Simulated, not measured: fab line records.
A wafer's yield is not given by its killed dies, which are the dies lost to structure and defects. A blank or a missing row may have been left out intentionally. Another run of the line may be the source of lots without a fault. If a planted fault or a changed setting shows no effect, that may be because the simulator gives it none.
Which tool is to blame? | flow sfq_line | route of 325 steps, sampled at 1 step: 14 lots, 42 wafers

WHAT THE GAUGES SHOWED, per wafer
Not one reading of a measure or inspect step in the record can be checked against a usual standard deviation.

EACH LOT AND THE TOOL THAT RAN IT (in order: tool; ch and the chambers of the sampled wafers; start)
lot  | SFQ_TRILAYER_I0_VIA_ETCH_VIA_ETCH_034
L492 | rie_diel-02 ch 0,1, day 17 04:59
L493 | rie_diel-03 ch 0,2,3, day 17 10:59
L494 | rie_diel-02 ch 0,2,3, day 17 12:11
L496 | rie_diel-03 ch 0,3, day 17 16:59
L497 | rie_diel-02 ch 0,1,3, day 17 19:23
L498 | rie_diel-01 ch 0,3, day 17 21:47
L499 | rie_diel-03 ch 0,3, day 18 00:11
L501 | rie_diel-02 ch 0,3, day 19 23:56
L502 | rie_diel-02 ch 0,1,3, day 21 19:08
L503 | rie_diel-02 ch 0,1,3, day 22 03:40
L504 | rie_diel-01 ch 0,2,3, day 22 07:23
L505 | rie_diel-02 ch 0,3, day 23 06:47
L512 | rie_diel-03 ch 0,1,3, day 26 02:41
L515 | rie_diel-03 ch 0,1,3, day 27 05:35
- SFQ_TRILAYER_I0_VIA_ETCH_VIA_ETCH_034: etches SiO2 in CHF3, stops on Nb, target depth 260 nm.

AS READ BY THE TOOLS THEMSELVES (means over the sampled wafers that have a number; for cases with no such wafer, the mark the record gives instead)
SFQ_TRILAYER_I0_VIA_ETCH_VIA_ETCH_034.
lot  | tool        | bias_w (W) | chamber_pressure_mTorr (mTorr) | drypump_motor_current_A (A) | oes_product_au (a.u.)
L492 | rie_diel-02 | 80.08      | 30.009                         | 5.7                         | 0.856
L493 | rie_diel-03 | 80.08      | 29.975                         | 5.6                         | 0.854
L494 | rie_diel-02 | 79.96      | 29.994                         | 5.5                         | 0.855
L496 | rie_diel-03 | 80.16      | 29.958                         | 5.5                         | 0.859
L497 | rie_diel-02 | 79.91      | 30.015                         | 5.5                         | 0.857
L498 | rie_diel-01 | 80.02      | 30.004                         | 5.6                         | 0.854
L499 | rie_diel-03 | 80.10      | 29.981                         | 5.7                         | 0.854
L501 | rie_diel-02 | 80.13      | 29.991                         | 5.2                         | 0.852
L502 | rie_diel-02 | -          | -                              | -                           | -
L503 | rie_diel-02 | -          | -                              | -                           | -
L504 | rie_diel-01 | 79.87      | 30.010                         | 5.8                         | 0.857
L505 | rie_diel-02 | 79.94      | 30.009                         | 5.3                         | 0.859
L512 | rie_diel-03 | 79.92      | 30.033                         | 5.6                         | 0.856
L515 | rie_diel-03 | 80.09      | 30.032                         | 5.7                         | 0.852

THE ANSWER, worked out from the rows above alone
Rule: the usual values come from the lots themselves. Put in order of their means at a reading, lots are off if they are a third of the lots or fewer, leave a main group of 4 or more, and stand apart from it by a gap of 3 or more times the standard deviation of the main group's means; of several such gaps the widest counts. If all means in a main group match to the digits the tables above print for the reading, that group is not used. A lot without any number at a reading at which 4 lots or more have one is off too. Any other lot the step has rows for is counted as sound. The gauges are gone through in route order, then the tools' own readings, and for those a lot's mean is taken as printed above. At the first step where some lot is off, the reading lying furthest off is the one used; lots without a number count as furthest.
Off: L502, L503 (SFQ_TRILAYER_I0_VIA_ETCH_VIA_ETCH_034, bias_w). Without a number there: L502, L503. For the main group the mean is 80.02 W and the standard deviation 0.093.
A tool fits if, at that step or a process step before it, it ran every lot that is off, and no sound lot after the first of them. Not one of the candidates tried fits.

WHAT THE SIMULATOR PUT IN
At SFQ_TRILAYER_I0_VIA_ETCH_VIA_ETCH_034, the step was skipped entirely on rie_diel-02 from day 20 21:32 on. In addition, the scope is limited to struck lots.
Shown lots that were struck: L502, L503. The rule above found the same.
